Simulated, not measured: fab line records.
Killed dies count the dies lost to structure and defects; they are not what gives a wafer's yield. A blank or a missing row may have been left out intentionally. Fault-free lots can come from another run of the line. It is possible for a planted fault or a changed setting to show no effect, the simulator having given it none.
The tool behind it: which one? -- flow gf180mcu -- 39 wafers from 13 lots sampled at 5 of the route's 602 steps

WHAT THE GAUGES READ, wafer by wafer
GF_HV_LDD_OVL_MEAS_32.
lot,measured,on,HV_LDD_02_OVL (nm)
L349,day 11 20:05,overlay-01,-3.4 -1.3 -3.6
L353,day 12 18:11,overlay-02,0.3 -0.9 1.5
L352,day 12 22:14,overlay-01,0.1 -0.5 1.3
L354,day 13 08:55,overlay-02,0.1 1.5 0.3
L356,day 14 03:59,overlay-02,1.0 2.0 3.7
L357,day 14 07:22,overlay-01,-1.8 -1.5 -1.2
L358,day 14 20:53,overlay-01,-1.6 0.6 -1.3
L360,day 15 13:17,overlay-01,0.8 0.6 0.1
L363,day 16 17:30,overlay-02,-0.1 -0.6 -3.0
L362,day 16 21:22,overlay-01,-0.5 -0.9 0.5
L366,day 17 14:14,overlay-01,-1.1 -0.1 -1.0
L369,day 18 02:19,overlay-02,3.9 3.1 2.1
L372,day 18 19:15,overlay-02,1.4 1.9 -0.2

GF_HV_LDD_TW_MEAS_38.
lot,measured,on,HV_LDD_3_TW
L349,day 11 20:49,film-metro-01,1462 1463 1461
L353,day 12 18:55,film-metro-02,1432 1433 1426
L352,day 12 22:58,film-metro-01,1459 1458 1454
L354,day 13 09:39,film-metro-01,1452 1459 1455
L356,day 14 04:44,film-metro-02,1425 1429 1430
L357,day 14 08:06,film-metro-04,1420 1427 1427
L358,day 14 21:38,film-metro-02,1434 1426 1423
L360,day 15 14:01,film-metro-01,1458 1457 1457
L363,day 16 18:14,film-metro-04,1358 1353 1359
L362,day 16 22:05,film-metro-02,1428 1432 1427
L366,day 17 14:59,film-metro-02,1366 1359 1355
L369,day 18 03:02,film-metro-01,1452 1453 1457
L372,day 18 19:59,film-metro-02,1429 1430 1432

GF_HV_LDD_OVL_MEAS_47.
lot,measured,on,HV_LDD_03_OVL (nm)
L349,day 12 16:26,overlay-02,-0.1 -0.9 -0.2
L353,day 13 14:15,overlay-02,-3.6 -2.3 -1.6
L352,day 13 19:03,overlay-02,0.7 -0.7 0.6
L354,day 14 05:18,overlay-01,-3.4 0.2 0.3
L356,day 15 01:49,overlay-01,-1.5 -3.4 -2.0
L357,day 15 05:10,overlay-02,1.5 1.2 0.8
L358,day 15 18:14,overlay-01,-0.2 0.7 1.0
L360,day 16 11:38,overlay-01,-0.1 0.6 1.5
L363,day 17 17:31,overlay-02,-0.2 -1.1 -0.4
L362,day 17 20:20,overlay-02,-0.7 -0.7 -0.1
L366,day 18 14:34,overlay-01,0.0 1.1 0.0
L369,day 19 02:32,overlay-01,-0.5 -0.6 -2.0
L372,day 19 19:48,overlay-02,-1.6 -1.0 0.2

GF_HV_LDD_RS_MEAS_53: measures by four-point-probe.
lot,measured,on,HV_LDD_RS (ohm/sq)
L349,day 12 16:55,film-metro-02,418.2 418.1 418.8
L353,day 13 14:50,film-metro-02,417.3 417.5 419.1
L352,day 13 19:31,film-metro-04,419.8 419.8 421.3
L354,day 14 05:47,film-metro-02,417.6 418.2 417.5
L356,day 15 02:22,film-metro-02,419.1 418.8 418.6
L357,day 15 05:38,film-metro-01,418.6 417.6 418.3
L358,day 15 18:42,film-metro-02,416.9 417.9 416.9
L360,day 16 12:06,film-metro-02,419.1 419.3 418.4
L363,day 17 17:59,film-metro-04,431.8 432.0 431.5
L362,day 17 20:49,film-metro-04,418.8 417.9 417.8
L366,day 18 15:01,film-metro-02,431.3 430.1 429.2
L369,day 19 03:07,film-metro-04,417.5 417.5 417.7
L372,day 19 20:17,film-metro-01,418.4 418.9 417.6

WHAT TOOL EACH LOT RAN ON (gives the tool, then ch and the chambers of the sampled wafers, and finally the start)
lot,GF_HV_LDD_IMPLANT_35
L349,"implanter-01 ch 0, day 11 20:25"
L353,"implanter-03 ch 0, day 12 18:34"
L352,"implanter-04 ch 0, day 12 22:34"
L354,"implanter-04 ch 0, day 13 09:17"
L356,"implanter-01 ch 0, day 14 04:21"
L357,"implanter-01 ch 0, day 14 07:43"
L358,"implanter-03 ch 0, day 14 21:14"
L360,"implanter-03 ch 0, day 15 13:37"
L363,"implanter-03 ch 0, day 16 17:51"
L362,"implanter-04 ch 0, day 16 21:41"
L366,"implanter-03 ch 0, day 17 14:35"
L369,"implanter-04 ch 0, day 18 02:38"
L372,"implanter-04 ch 0, day 18 19:37"
- GF_HV_LDD_IMPLANT_35

WHAT THE TOOLS THEMSELVES READ (means of the sampled wafers that have a number; where no wafer has one, the mark that the record gives instead)
GF_HV_LDD_IMPLANT_35.
lot,tool,beam-on-s (s),dose-ions-cm2,faraday-current-uA,tilt-deg (degrees)
L349,implanter-01,9.77,7.501e+12,43.4,30.003
L353,implanter-03,9.83,7.497e+12,43.0,29.993
L352,implanter-04,10.04,7.502e+12,42.2,29.984
L354,implanter-04,10.08,7.499e+12,42.0,29.992
L356,implanter-01,9.90,7.503e+12,42.7,29.977
L357,implanter-01,10.10,7.493e+12,41.9,29.969
L358,implanter-03,9.94,7.496e+12,42.6,29.990
L360,implanter-03,10.01,7.500e+12,42.3,30.037
L363,implanter-03,10.02,3.008e+12,17.0,30.024
L362,implanter-04,9.85,7.494e+12,42.9,29.976
L366,implanter-03,9.82,3.026e+12,17.3,29.977
L369,implanter-04,9.96,7.490e+12,42.5,29.981
L372,implanter-04,9.93,7.506e+12,42.6,29.985

THE ANSWER, worked out from the rows above alone
Rule: the usual values come from the lots themselves. The widest of any qualifying gaps counts: lots, ordered by their means at a reading, are off when they make up no more than a third of the lots, leave a main group of 4 or more, and stand apart from it by 3 or more times the standard deviation of that group's means. If all means in a main group match to the digits the tables above print for the reading, that group is not used. Also off: a lot with no number at a reading for which 4 or more lots have one. Any other lot the step has rows for is counted as sound. The gauges are gone through in route order, then the tools' own readings, and for those a lot's mean is taken as printed above. At the first step where some lot is off, the reading lying furthest off is the one used; lots without a number count as furthest.
Off: at GF_HV_LDD_TW_MEAS_38 (HV_LDD_3_TW), L363, L366. Mean 1441 and standard deviation 15 in the main group.
A tool fits if, at a process step before that reading, it ran every lot that is off, and no sound lot after the first of them. Not tried: the gauges at GF_HV_LDD_TW_MEAS_38; whatever is off there is also off at GF_HV_LDD_IMPLANT_35, on other tools, and gauge error can't account for it. One fits: implanter-03 at GF_HV_LDD_IMPLANT_35. Its last sound lot is L360 (day 15 13:37), its first lot that is off L363 (day 16 17:51): a fault that began between those two fits.
The tool's own readings at GF_HV_LDD_IMPLANT_35 bear it out: on the lots that are off they differ by more than 5 times the standard deviation of the sound lots' means. dose-ions-cm2 reads 3.017e+12 there against 7.498e+12 on the sound lots; faraday-current-uA reads 17.1 there against 42.6 on the sound lots.

WHAT WAS PUT IN BY THE SIMULATOR
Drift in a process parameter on implanter-03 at GF_HV_LDD_IMPLANT_35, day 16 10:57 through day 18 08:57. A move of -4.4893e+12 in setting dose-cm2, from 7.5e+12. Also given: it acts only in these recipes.
Shown lots that were struck: L363, L366. The rule above reached the same finding.
